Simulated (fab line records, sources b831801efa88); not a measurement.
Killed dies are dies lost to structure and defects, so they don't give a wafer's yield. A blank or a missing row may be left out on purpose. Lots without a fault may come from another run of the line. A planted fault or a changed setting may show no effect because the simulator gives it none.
One fault seen from 2 desks | flow gf180mcu | each desk has only its own numbers; what lay behind them comes last

THE TOOL OWNER'S DESK: pecvd-04
The tool's own readings at GF_V5_CVD_02 (deposits SiO2 from TEOS, target thk 1450 nm, time 163.28 s): means of the sampled wafers that have a number, for each lot that ran on this tool. A lot is out of limits, marked OUT, if its mean lies more than 4 standard deviations from the usual mean; the brackets give that distance.
Columns: A = heater_power_outer_w at GF_V5_CVD_02, usual 385 W; B = heater_power_w at GF_V5_CVD_02, usual 673 W
lot  | first seen here | A   | B
L811 | day 26 19:10    | 418 | 704
L812 | day 27 04:48    | 410 | 700
L817 | day 28 11:07    | 419 | 669
L818 | day 28 21:57    | 426 | 701
L828 | day 31 20:20    | 398 | 662
L832 | day 32 15:27    | 378 | 648
This desk's finding: nothing out of limits on any of the 6 lots.

THE METROLOGY DESK
What the gauges read, lot by lot, whatever tool the lot ran on: means of the sampled wafers that have a number. A lot is out of limits, marked OUT, if its mean lies more than 4 standard deviations from the usual mean; the brackets give that distance.
Columns: A = V4_W_THK at GF_V4_THK_MEAS_25, usual 352 nm; B = V5_CVD_02_THK at GF_V5_THK_MEAS_03, usual 1450 nm
lot  | first seen here | A   | B
L811 | day 24 23:41    | 347 | 1446
L812 | day 25 09:23    | 353 | 1449
L817 | day 26 17:20    | 346 | 1053 (-20) OUT
L818 | day 27 04:44    | 347 | 1067 (-19) OUT
L822 | day 28 09:28    | 359 | 1425
L825 | day 29 05:54    | 353 | 1456
L826 | day 29 13:33    | 349 | 1450
L827 | day 29 23:56    | 340 | 1440
L828 | day 30 07:04    | 360 | 1445
L829 | day 30 09:53    | 347 | 1437
L830 | day 30 14:41    | 355 | 1450
L831 | day 31 02:50    | 355 | 1440
L832 | day 31 03:55    | 351 | 1464
This desk's finding: out of limits on L817, L818; first on L817, day 28 11:17 (V5_CVD_02_THK at GF_V5_THK_MEAS_03). In limits: L811, L812, L822, L825, L826, L827, L828, L829, L830, L831, L832.

PUT TOGETHER
The metrology desk could have raised an alarm at day 28 11:17, on L817, L818.
The tool owner's desk saw nothing out of limits.
The tool owner's desk has L817, L818 on record, within its limits.
Of the lots named, all ran GF_V5_CVD_02 on pecvd-04.

WHAT THE SIMULATOR HAD PUT IN
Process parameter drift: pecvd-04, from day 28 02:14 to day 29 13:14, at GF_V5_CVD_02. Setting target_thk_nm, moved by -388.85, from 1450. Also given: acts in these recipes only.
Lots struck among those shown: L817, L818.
Hours from the fault's start to each desk's first reading out of limits: the metrology desk, 9.
